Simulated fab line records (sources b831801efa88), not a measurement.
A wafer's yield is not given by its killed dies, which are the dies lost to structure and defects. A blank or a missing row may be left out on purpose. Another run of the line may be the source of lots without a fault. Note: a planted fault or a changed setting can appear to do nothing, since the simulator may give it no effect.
Which of the tools did it? -- flow gf180mcu -- 14 lots, 42 wafers sampled, at 4 steps of a route of 602

== WHAT THE GAUGES SHOWED, per wafer ==
GF_PASSIVATION_BOW_MEAS_14.
lot,measured,on,PASSIVATION_BOW (um)
L919,day 29 01:53,filmMetro-01,130 139 141
L922,day 30 08:13,filmMetro-03,123 122 125
L923,day 30 18:28,filmMetro-04,130 126 129
L924,day 31 08:16,filmMetro-03,118 109 108
L925,day 31 11:37,filmMetro-03,146 143 135
L926,day 31 12:36,filmMetro-01,114 129 123
L927,day 31 19:51,filmMetro-04,145 139 137
L935,day 33 16:18,filmMetro-04,140 138 143
L936,day 33 21:29,filmMetro-01,143 151 137
L938,day 34 09:05,filmMetro-04,140 146 139
L939,day 34 14:20,filmMetro-03,127 149 139
L940,day 34 22:59,filmMetro-03,131 128 132
L941,day 35 01:15,filmMetro-04,132 131 140
L942,day 35 04:38,filmMetro-04,117 113 112

== WHICH TOOL RAN EACH LOT (tool, then ch and the chambers of the sampled wafers, then the start) ==
lot,GF_V1_STRIP_19,GF_TOP_METAL_SPUTTER_04,GF_PASSIVATION_CVD_02
L919,"wetBench-04 ch 2, day 18 03:51","pvdSputter-02, day 27 07:44","pecvd-02 ch 0,1,2, day 28 04:59"
L922,"wetBench-02 ch 1, day 19 18:27","pvdSputter-03, day 28 14:26","pecvd-02 ch 0,2, day 29 10:44"
L923,"wetBench-04 ch 1, day 20 05:25","pvdSputter-03, day 29 00:52","pecvd-04 ch 0,2, day 29 21:23"
L924,"wetBench-02 ch 0, day 20 22:10","pvdSputter-03, day 29 15:53","pecvd-04 ch 0,1, day 30 11:55"
L925,"wetBench-04 ch 0, day 21 03:43","pvdSputter-04, day 29 19:36","pecvd-04 ch 0,1, day 30 15:22"
L926,"wetBench-04 ch 1, day 21 04:40","pvdSputter-03, day 29 20:47","pecvd-04 ch 0,1, day 30 16:00"
L927,"wetBench-04 ch 3, day 21 14:42","pvdSputter-04, day 30 03:36","pecvd-04 ch 1,2, day 30 23:15"
L935,"wetBench-02 ch 0, day 24 07:27","pvdSputter-02, day 32 05:20","pecvd-04 ch 0,1,2, day 32 22:20"
L936,"wetBench-03 ch 3, day 24 13:54","pvdSputter-02, day 32 10:14","pecvd-04 ch 0,1, day 33 03:29"
L938,"wetBench-04 ch 3, day 25 04:58","pvdSputter-03, day 32 22:55","pecvd-04 ch 0,2, day 33 15:38"
L939,"wetBench-04 ch 0, day 25 12:09","pvdSputter-04, day 33 04:54","pecvd-04 ch 0,1, day 33 21:26"
L940,"wetBench-04 ch 1, day 25 22:54","pvdSputter-03, day 33 14:05","pecvd-04 ch 0,1,2, day 34 06:05"
L941,"wetBench-03 ch 1, day 26 02:49","pvdSputter-02, day 33 15:49","pecvd-04 ch 0,1,2, day 34 08:40"
L942,"wetBench-02 ch 0, day 26 09:52","pvdSputter-02, day 33 21:01","pecvd-04 ch 0,1,2, day 34 12:14"
- GF_V1_STRIP_19: strips in post etch residue remover, time 1200 s.
- GF_TOP_METAL_SPUTTER_04: material TiN, target thk 25 nm, time 20.8 s.
- GF_PASSIVATION_CVD_02: deposits Si3N4, target thk 700 nm, time 486.18 s.

== WHAT THE TOOLS THEMSELVES READ (means of the sampled wafers that have a number; where no wafer has one, the mark that the record gives instead) ==
GF_V1_STRIP_19.
lot,tool,bathGuardTempC (C)
L919,wetBench-04,73.2
L922,wetBench-02,73.3
L923,wetBench-04,72.6
L924,wetBench-02,71.5
L925,wetBench-04,72.0
L926,wetBench-04,72.5
L927,wetBench-04,72.9
L935,wetBench-02,71.5
L936,wetBench-03,72.5
L938,wetBench-04,72.9
L939,wetBench-04,72.1
L940,wetBench-04,72.7
L941,wetBench-03,72.3
L942,wetBench-02,71.7

GF_TOP_METAL_SPUTTER_04.
lot,tool,throttleValvePct (%)
L919,pvdSputter-02,29.0
L922,pvdSputter-03,30.5
L923,pvdSputter-03,30.1
L924,pvdSputter-03,30.6
L925,pvdSputter-04,28.9
L926,pvdSputter-03,30.1
L927,pvdSputter-04,29.1
L935,pvdSputter-02,30.2
L936,pvdSputter-02,29.6
L938,pvdSputter-03,30.1
L939,pvdSputter-04,29.0
L940,pvdSputter-03,30.3
L941,pvdSputter-02,30.2
L942,pvdSputter-02,29.2

GF_PASSIVATION_CVD_02.
lot,tool,heaterPowerW (W)
L919,pecvd-02,754
L922,pecvd-02,772
L923,pecvd-04,627
L924,pecvd-04,695
L925,pecvd-04,671
L926,pecvd-04,704
L927,pecvd-04,724
L935,pecvd-04,733
L936,pecvd-04,703
L938,pecvd-04,631
L939,pecvd-04,705
L940,pecvd-04,674
L941,pecvd-04,689
L942,pecvd-04,659

== THE ANSWER, worked out from the rows above alone ==
Rule: the usual values come from the lots themselves. Put in order of their means at a reading, lots are off if they are a third of the lots or fewer, leave a main group of 4 or more, and stand apart from it by a gap of 3 or more times the standard deviation of the main group's means; of several such gaps the widest counts. A main group is skipped when, at the precision printed for the reading in the tables above, its means are all equal. Also off: a lot with no number at a reading for which 4 or more lots have one. The other lots that the step has rows for count as sound. After the gauges, taken in route order, come the tools' own readings; for these a lot's mean is taken, as printed above. At the first step where some lot is off, the reading lying furthest off is the one used; lots without a number count as furthest.
None of the lots is off at any reading shown; this tells nothing.

== WHAT HAD BEEN PUT IN BY THE SIMULATOR ==
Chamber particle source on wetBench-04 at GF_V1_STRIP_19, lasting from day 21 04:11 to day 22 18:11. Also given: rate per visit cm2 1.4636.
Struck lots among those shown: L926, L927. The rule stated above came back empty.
